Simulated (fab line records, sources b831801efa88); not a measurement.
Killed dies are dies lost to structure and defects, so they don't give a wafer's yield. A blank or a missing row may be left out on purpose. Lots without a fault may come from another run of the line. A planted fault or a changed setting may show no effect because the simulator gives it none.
A struck lot beside a sound one | flow sky130 | 23 steps out of a route of 708
Sound: wafers L269.4, L269.5, L269.6. Struck: wafers L275.2, L275.4, L275.6. The cause comes at the end.
At each step with rows: each side's tool, then ch and its chambers, then its first start. Under that, the readings that differ: sound wafers | struck wafers | difference of the means | sigmas: that difference in standard deviations of wafers without a fault.
alike: readings whose means differ by less than 2 such deviations, and words and numbers that are the same on both sides. not compared: withheld readings, readings that some wafer has no value for, bounds like >300 that may hide the same value, and numbers for which the record gives no deviation and whose values overlap.
The two part at a step that has a row with sigmas, a row that says differs or no value, or rows on one side only. Numbers that don't overlap but have no deviation are shown without sigmas and don't part them. A reading that every wafer of one side lacks parts them only if that side has two wafers or more.

first, 1 step without rows for these wafers: SKY_POLY_GATE_OXIDATION_20 (stabilise 600 s, purge 300 s, target thk 4 nm).
SKY_POLY_GATE_THK_MEAS_21:
  sound on film_metro-01, day 20 00:02; struck on film_metro-04, day 21 18:38
  alike: POLY_GATE_OXIDATION_THK
SKY_POLY_GATE_CD_MEAS_22:
  sound on cd_sem-02, day 20 00:09; struck on cd_sem-01, day 21 18:43
  alike: cd_nm
then, 7 steps without rows for these wafers: SKY_LDD_N_DEHYDRATE_00 (time 60 s); SKY_LDD_N_HMDS_01 (prime time 60 s); SKY_LDD_N_COAT_02 (resist thk 300 nm); SKY_LDD_N_SOFTBAKE_03 (time 60 s); SKY_LDD_N_EXPOSE_04 (exposes mask NTM, target cd 840 nm); SKY_LDD_N_PEB_05; SKY_LDD_N_DEVELOP_06 (develop time 60 s).
SKY_LDD_N_OVL_MEAS_07:
  sound on overlay-02, day 21 06:32; struck on overlay-02, day 23 01:10
  alike: LDD_N_OVL
then, 1 step without rows for these wafers: SKY_LDD_N_IMPLANT_08.
SKY_LDD_N_IMPLANT_09:
  sound on implanter-03 ch 0, day 21 06:47; struck on implanter-02 ch 0, day 23 01:41
  alike: beam_energy_keV
then, 6 steps without rows for these wafers: SKY_LDD_N_IMPLANT_10; SKY_LDD_N_IMPLANT_11; SKY_LDD_N_IMPLANT_12; SKY_LDD_N_IMPLANT_13; SKY_LDD_N_IMPLANT_14; SKY_LDD_N_IMPLANT_15.
SKY_LDD_N_STRIP_16: strips in O2/N2.
  sound on plasma_asher-04 ch 0,1, day 21 07:47; struck on plasma_asher-02 ch 0,1, day 23 02:43
  reading                      | sound             | struck            | difference | sigmas
  strip_time_to_endpoint_s (s) | 4.282 4.302 4.290 | 4.518 4.518 4.516 | +0.226     | +15
  alike: drypump_motor_current_A, oes_product_au
  not compared: rf_hours_counter_h
SKY_LDD_N_TW_MEAS_17:
  sound on film_metro-01, day 21 07:53; struck on film_metro-02, day 23 03:04
  reading  | sound          | struck         | difference | sigmas
  LDD_N_TW | 2584 2578 2591 | 2694 2697 2678 | +105       | +4
then, 1 step without rows for these wafers: SKY_LDD_P_DEHYDRATE_00 (time 60 s).
-- the record jumps here: 26 days lie between the struck wafers' starts before and after (it left off in module LDD_P and takes up again in module PAD_OPEN, whose first step shown is number 708 of the route) --
SKY_PAD_OPEN_PROBE_99:
  sound on prober-01, day 48 06:21; struck on prober-02, day 49 06:05
  reading                     | sound             | struck            | difference | sigmas
  model.etest.tip_n.rs_ohm_sq | 445.9 440.4 442.9 | 388.6 385.8 388.4 | -55.5      |
  alike: killed_at_M0_to_M3, killed_at_M4_up, killed_at_contacts, killed_at_front_end, killed_at_other, killed_dies, killed_open, killed_short

WHERE THEY PART
First at SKY_LDD_N_STRIP_16; last, within this record, at SKY_LDD_N_TW_MEAS_17. Later steps at which nothing parts them and some readings are alike: SKY_PAD_OPEN_PROBE_99.

WHY: what the simulator had put in
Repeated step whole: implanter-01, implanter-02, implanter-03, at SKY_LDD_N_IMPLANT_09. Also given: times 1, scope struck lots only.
